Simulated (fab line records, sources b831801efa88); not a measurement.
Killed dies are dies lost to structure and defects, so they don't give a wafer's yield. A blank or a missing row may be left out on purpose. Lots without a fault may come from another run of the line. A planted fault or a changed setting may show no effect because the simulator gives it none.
Which tool did it? | flow gf180mcu | 7 lots, 21 wafers sampled, at 3 steps of a route of 602

WHAT THE GAUGES READ, wafer by wafer
GF_LVPWELL_TW_MEAS_11.
lot  | measured    | on            | LVPWELL_TW
L183 | day 4 15:42 | film_metro-04 | 568 565 567
L185 | day 5 00:47 | film_metro-01 | 560 564 561
L189 | day 5 23:48 | film_metro-04 | 570 574 572
L192 | day 6 16:33 | film_metro-02 | 556 558 556
L194 | day 7 04:23 | film_metro-01 | 30 30 30
L196 | day 7 14:41 | film_metro-01 | 30 30 30
L202 | day 9 02:02 | film_metro-02 | 551 548 551

WHICH TOOL RAN EACH LOT (tool, then ch and the chambers of the sampled wafers, then the start)
lot  | GF_NWELL_STRIP_10                   | GF_LVPWELL_STRIP_10
L183 | plasma_asher-03 ch 0,1, day 4 01:50 | plasma_asher-01 ch 0,1, day 4 15:35
L185 | plasma_asher-02 ch 0,1, day 4 10:47 | plasma_asher-01 ch 0,1, day 5 00:41
L189 | plasma_asher-02 ch 0,1, day 5 09:14 | plasma_asher-02 ch 0,1, day 5 23:41
L192 | plasma_asher-03 ch 0,1, day 6 01:57 | plasma_asher-01 ch 0, day 6 16:26
L194 | plasma_asher-02 ch 0,1, day 6 12:26 | plasma_asher-01 ch 1, day 7 04:17
L196 | plasma_asher-02 ch 0,1, day 6 22:50 | plasma_asher-02 ch 0,1, day 7 14:35
L202 | plasma_asher-03 ch 0,1, day 8 08:26 | plasma_asher-01 ch 0,1, day 9 01:56
- GF_NWELL_STRIP_10: strips in O2/N2.
- GF_LVPWELL_STRIP_10: strips in O2/N2.

THE ANSWER, worked out from the rows above alone
Rule: what is usual is taken from the lots themselves. Put in order of their means at a reading, lots are off if they are a third of the lots or fewer, leave a main group of 4 or more, and stand apart from it by a gap of 3 or more times the standard deviation of the main group's means; of several such gaps the widest counts. A main group whose means are all the same, to the digits that the tables above print for the reading, isn't used. A lot without any number at a reading at which 4 lots or more have one is off too. The other lots that the step has rows for count as sound.
Off: L194, L196, at GF_LVPWELL_TW_MEAS_11 (LVPWELL_TW). The main group: mean 561, standard deviation 7.6.
A tool fits if, at a process step before that reading, it ran every lot that is off, and no sound lot after the first of them. The gauges at GF_LVPWELL_TW_MEAS_11 are tried like those tools. Can't be told from this: 2 tools fit, plasma_asher-02 at GF_NWELL_STRIP_10, film_metro-01 at GF_LVPWELL_TW_MEAS_11.

WHAT THE SIMULATOR HAD PUT IN
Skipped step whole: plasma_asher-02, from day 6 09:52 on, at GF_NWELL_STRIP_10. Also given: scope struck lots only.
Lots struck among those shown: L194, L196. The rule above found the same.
